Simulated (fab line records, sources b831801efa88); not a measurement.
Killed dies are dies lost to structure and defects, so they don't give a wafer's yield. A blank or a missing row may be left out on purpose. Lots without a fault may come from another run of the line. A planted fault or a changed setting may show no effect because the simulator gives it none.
Which tool did it? | flow sky130 | 6 lots, 17 wafers sampled, at 3 steps of a route of 708

WHAT THE GAUGES READ, wafer by wafer
SKY_NWELL_TW_MEAS_26.
lot  | measured     | on            | NWELL_2_TW
L424 | day 5 11:45  | film_metro-01 | 500 500 502
L428 | day 6 13:04  | film_metro-01 | 501 499 498
L433 | day 7 19:13  | film_metro-04 | 500 504 505
L440 | day 9 09:23  | film_metro-04 | 468 507
L442 | day 9 19:07  | film_metro-02 | 495 497 498
L444 | day 10 09:45 | film_metro-01 | 501 498 498

WHICH TOOL RAN EACH LOT (tool, then ch and the chambers of the sampled wafers, then the start)
lot  | SKY_FIELD_ISO_ETCH_15             | SKY_NWELL_IMPLANT_24
L424 | rie_diel-03 ch 0,1,3, day 2 10:04 | implanter-04 ch 0, day 5 11:30
L428 | rie_diel-04 ch 0,2,3, day 3 07:43 | implanter-01 ch 0, day 6 12:49
L433 | rie_diel-04 ch 1,2, day 4 07:46   | implanter-04 ch 0, day 7 18:59
L440 | rie_diel-01 ch 2,3, day 5 20:01   | implanter-01 ch 0, day 9 09:11
L442 | rie_diel-01 ch 0,2,3, day 6 06:32 | implanter-04 ch 0, day 9 18:52
L444 | rie_diel-04 ch 0,1,2, day 6 18:53 | implanter-03 ch 0, day 10 09:30
- SKY_FIELD_ISO_ETCH_15: etches the open film in CHF3/O2, stops on Si, target depth 180 nm, time 72 s.
- SKY_NWELL_IMPLANT_24

THE ANSWER, worked out from the rows above alone
Rule: what is usual is taken from the lots themselves. Put in order of their means at a reading, lots are off if they are a third of the lots or fewer, leave a main group of 4 or more, and stand apart from it by a gap of 3 or more times the standard deviation of the main group's means; of several such gaps the widest counts. A main group whose means are all the same, to the digits that the tables above print for the reading, isn't used. A lot without any number at a reading at which 4 lots or more have one is off too. The other lots that the step has rows for count as sound.
Off: L440, at SKY_NWELL_TW_MEAS_26 (NWELL_2_TW). The main group: mean 500, standard deviation 2.1.
A tool fits if, at a process step before that reading, it ran every lot that is off, and no sound lot after the first of them. The gauges at SKY_NWELL_TW_MEAS_26 are tried like those tools. Can't be told from this: 2 tools fit, implanter-01 at SKY_NWELL_IMPLANT_24, film_metro-04 at SKY_NWELL_TW_MEAS_26.

WHAT THE SIMULATOR HAD PUT IN
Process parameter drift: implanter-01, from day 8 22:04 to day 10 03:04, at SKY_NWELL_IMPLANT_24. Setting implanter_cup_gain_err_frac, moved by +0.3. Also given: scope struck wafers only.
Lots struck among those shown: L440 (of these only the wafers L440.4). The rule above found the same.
